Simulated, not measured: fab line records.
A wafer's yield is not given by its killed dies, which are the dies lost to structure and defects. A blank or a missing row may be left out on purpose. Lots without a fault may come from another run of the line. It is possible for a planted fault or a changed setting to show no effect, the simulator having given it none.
Chamber matching :: flow sky130 :: SKY_VIA1_ETCH_15 on rie diel-01: 4 sister chambers
The step etches SiO2 in C4F8/O2/Ar, stops on TiN, target depth 351 nm, time 54 s. 8 wafers are shown with their chamber, then 8 later ones without.

## WAFERS PAIRED WITH THEIR CHAMBERS
wafer: L084.6
chamber: 3
oes product au (a.u.): 0.997
bias w (W): 1196

wafer: L085.1
chamber: 2
oes product au (a.u.): 0.967
bias w (W): 1195

wafer: L085.2
chamber: 3
oes product au (a.u.): 0.985
bias w (W): 1200

wafer: L085.3
chamber: 1
oes product au (a.u.): 0.965
bias w (W): 1203

wafer: L088.4
chamber: 2
oes product au (a.u.): 0.988
bias w (W): 1198

wafer: L088.5
chamber: 1
oes product au (a.u.): 0.982
bias w (W): 1202

wafer: L088.6
chamber: 0
oes product au (a.u.): 0.982
bias w (W): 1197

wafer: L092.2
chamber: 0
oes product au (a.u.): 0.994
bias w (W): 1197

## WAFERS WITH NO CHAMBER GIVEN
wafer: L092.3
oes product au (a.u.): 0.977
bias w (W): 1187

wafer: L092.4
oes product au (a.u.): 0.980
bias w (W): 1204

wafer: L093.3
oes product au (a.u.): 0.980
bias w (W): 1201

wafer: L093.4
oes product au (a.u.): 0.985
bias w (W): 1200

wafer: L093.5
oes product au (a.u.): 0.989
bias w (W): 1199

wafer: L095.2
oes product au (a.u.): 0.978
bias w (W): 1208

wafer: L095.3
oes product au (a.u.): 0.987
bias w (W): 1204

wafer: L095.6
oes product au (a.u.): 0.984
bias w (W): 1204

## EACH ONE'S CHAMBER
wafer: L092.3
from the rows above: can't be placed: 2 or 0 or 3
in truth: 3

wafer: L092.4
from the rows above: 1
in truth: 1

wafer: L093.3
from the rows above: can't be placed: 1 or 3 or 0 or 2
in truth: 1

wafer: L093.4
from the rows above: can't be placed: 3 or 0 or 1 or 2
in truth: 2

wafer: L093.5
from the rows above: can't be placed: 3 or 0 or 2 or 1
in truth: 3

wafer: L095.2
from the rows above: 1
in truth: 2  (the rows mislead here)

wafer: L095.3
from the rows above: can't be placed: 1 or 3
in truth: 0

wafer: L095.6
from the rows above: 1
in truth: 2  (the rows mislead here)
Correctly placed: 1 of 8. From these rows, 5 cannot be placed; in 4 the true chamber is one of the candidates. Placed wrongly: 2.
How it was worked out, from the rows above alone: a wafer's distance from a chamber is the root of the sum, over the readings, of the square of ((its reading less the chamber's mean) divided by the reading's scatter). The wafer belongs to the nearest chamber; if the next one is less than 2 further off, it can't be placed. The mean given for a chamber averages the wafers shown for that chamber. The scatter: take each reading less its chamber's mean, square it, sum over the shown wafers, divide by the number of wafers less the number of chambers, and take the root.
